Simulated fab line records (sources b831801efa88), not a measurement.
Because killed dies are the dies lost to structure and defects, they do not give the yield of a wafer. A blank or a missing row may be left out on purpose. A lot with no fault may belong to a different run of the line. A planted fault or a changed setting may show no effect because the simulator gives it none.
One fault seen from 2 desks :: flow sky130 :: each desk holds nothing but its own numbers, with what lay behind them at the end

== AT THE TOOL OWNER'S DESK: pvd_sputter-01 ==
At SKY_CAPM_SPUTTER_02 (material TiN, target thk 200 nm, time 166.7 s) the tool's own readings: per lot run on this tool, the mean of the sampled wafers that have a number. The brackets show how far a lot's mean lies from the usual mean; more than 4 standard deviations puts the lot out of limits, marked OUT.
Columns: A = cathode_dc_power_W at SKY_CAPM_SPUTTER_02, usual 6500.0 W; B = throttle_valve_pct at SKY_CAPM_SPUTTER_02, usual 30.2 %
lot: L875
first seen here: day 37 23:45
A: 6499.4
B: 29.1

lot: L877
first seen here: day 38 03:46
A: 6499.8
B: 29.5

lot: L878
first seen here: day 38 04:26
A: 6501.1
B: 29.8

lot: L885
first seen here: day 40 06:40
A: 6499.5
B: 29.4

lot: L892
first seen here: day 42 05:37
A: 6499.3
B: 29.1
Finding of this desk: none of the 5 lots has anything out of limits.

== METROLOGY DESK ==
What the gauges read, lot by lot, whatever tool the lot ran on: means of the sampled wafers that have a number. The brackets show how far a lot's mean lies from the usual mean; more than 4 standard deviations puts the lot out of limits, marked OUT.
Columns: A = cd_nm at SKY_VIA2_CD_MEAS_12, usual 200.4 nm; B = CAPM_TIN_RS at SKY_CAPM_RS_MEAS_03, usual 6.92 ohm/sq; C = CAPM_OVL at SKY_CAPM_OVL_MEAS_12, usual -1.1 nm
lot: L874
first seen here: day 36 22:57
A: 198.1
B: 6.85
C: -0.4

lot: L875
first seen here: day 37 21:56
A: 200.4
B: 6.89
C: -0.6

lot: L877
first seen here: day 38 02:02
A: 201.1
B: 6.78
C: -0.1

lot: L878
first seen here: day 38 02:41
A: 201.6
B: 6.86
C: -1.3

lot: L880
first seen here: day 38 14:35
A: 201.6
B: 6.93
C: -0.8

lot: L879
first seen here: day 38 16:50
A: 200.8
B: 6.99
C: 0.1

lot: L881
first seen here: day 39 01:26
A: 199.7
B: 6.87
C: -2.2

lot: L883
first seen here: day 39 18:44
A: 200.9
B: 6.93
C: -0.9

lot: L885
first seen here: day 40 04:54
A: 198.6
B: 6.95
C: -0.7

lot: L892
first seen here: day 42 03:51
A: 200.1
B: 7.15
C: -1.0

lot: L894
first seen here: day 42 16:17
A: 203.2
B: 6.78
C: -2.6

lot: L895
first seen here: day 43 00:45
A: 201.4
B: 6.93
C: -2.6
Finding of this desk: none of the 12 lots has anything out of limits.

== TAKEN TOGETHER ==
The tool owner's desk saw nothing out of limits.
From the metrology desk's view, nothing was out of limits.

== WHAT HAD BEEN PUT IN BY THE SIMULATOR ==
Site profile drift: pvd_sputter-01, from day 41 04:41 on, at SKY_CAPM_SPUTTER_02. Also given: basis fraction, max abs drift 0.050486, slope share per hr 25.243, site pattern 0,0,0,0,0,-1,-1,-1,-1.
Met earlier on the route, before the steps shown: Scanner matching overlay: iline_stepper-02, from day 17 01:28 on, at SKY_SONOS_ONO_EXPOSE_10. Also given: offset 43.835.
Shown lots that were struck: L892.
